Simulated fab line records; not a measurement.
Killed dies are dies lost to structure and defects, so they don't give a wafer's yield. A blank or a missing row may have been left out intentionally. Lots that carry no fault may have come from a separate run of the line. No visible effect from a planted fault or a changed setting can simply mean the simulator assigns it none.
Which tool did it? ; flow gf180mcu ; 21 wafers from 7 lots sampled at 3 of the route's 602 steps

WHAT EACH GAUGE READ, for each wafer
GF_V1_CD_MEAS_14: the cd target is 260 nm.
lot;measured;on;cdNm (nm)
L596;day 18 15:33;cdSem-02;260.6 259.7 260.1
L598;day 19 00:38;cdSem-02;262.3 261.4 260.7
L602;day 21 04:04;cdSem-01;261.1 261.1 260.7
L608;day 22 23:44;cdSem-01;258.3 259.7 258.8
L611;day 24 15:43;cdSem-01;260.7 259.1 260.7
L613;day 24 17:16;cdSem-02;259.9 261.2 260.6
L618;day 25 23:55;cdSem-01;260.8 260.6 260.9

TOOL THAT RAN EACH LOT (tool first, then ch and the chambers of the sampled wafers, then the start)
lot;GF_STI_PEB_10;GF_POLY_GATE_ETCH_12
L596;lithoTrack-04 ch 0, day 2 05:52;rieDiel-02 ch 0,3, day 9 11:53
L598;lithoTrack-02 ch 0, day 2 17:08;rieDiel-02 ch 1,2, day 9 22:22
L602;lithoTrack-04 ch 0, day 3 11:50;rieDiel-01 ch 2,3, day 11 13:02
L608;lithoTrack-03 ch 0, day 4 20:39;rieDiel-02 ch 1,2, day 13 01:19
L611;lithoTrack-02 ch 0, day 5 14:26;rieDiel-02 ch 0,1,3, day 14 12:44
L613;lithoTrack-02 ch 0, day 5 20:27;rieDiel-04 ch 2,3, day 14 14:49
L618;lithoTrack-03 ch 0, day 7 00:58;rieDiel-01 ch 1,2,3, day 15 23:53
- GF_STI_PEB_10: peb time 90 s.
- GF_POLY_GATE_ETCH_12: etches BARC in N2/H2.

THE ANSWER, worked out from the rows above alone
Rule: usual is defined by the lots themselves. Put in order of their means at a reading, lots are off if they are a third of the lots or fewer, leave a main group of 4 or more, and stand apart from it by a gap of 3 or more times the standard deviation of the main group's means; of several such gaps the widest counts. A main group is skipped when, at the precision printed for the reading in the tables above, its means are all equal. A lot without any number at a reading at which 4 lots or more have one is off too. All remaining lots with rows at the step are treated as sound.
Across all readings shown, no lot is off: no conclusion can be drawn from this.

WHAT WAS PUT IN BY THE SIMULATOR
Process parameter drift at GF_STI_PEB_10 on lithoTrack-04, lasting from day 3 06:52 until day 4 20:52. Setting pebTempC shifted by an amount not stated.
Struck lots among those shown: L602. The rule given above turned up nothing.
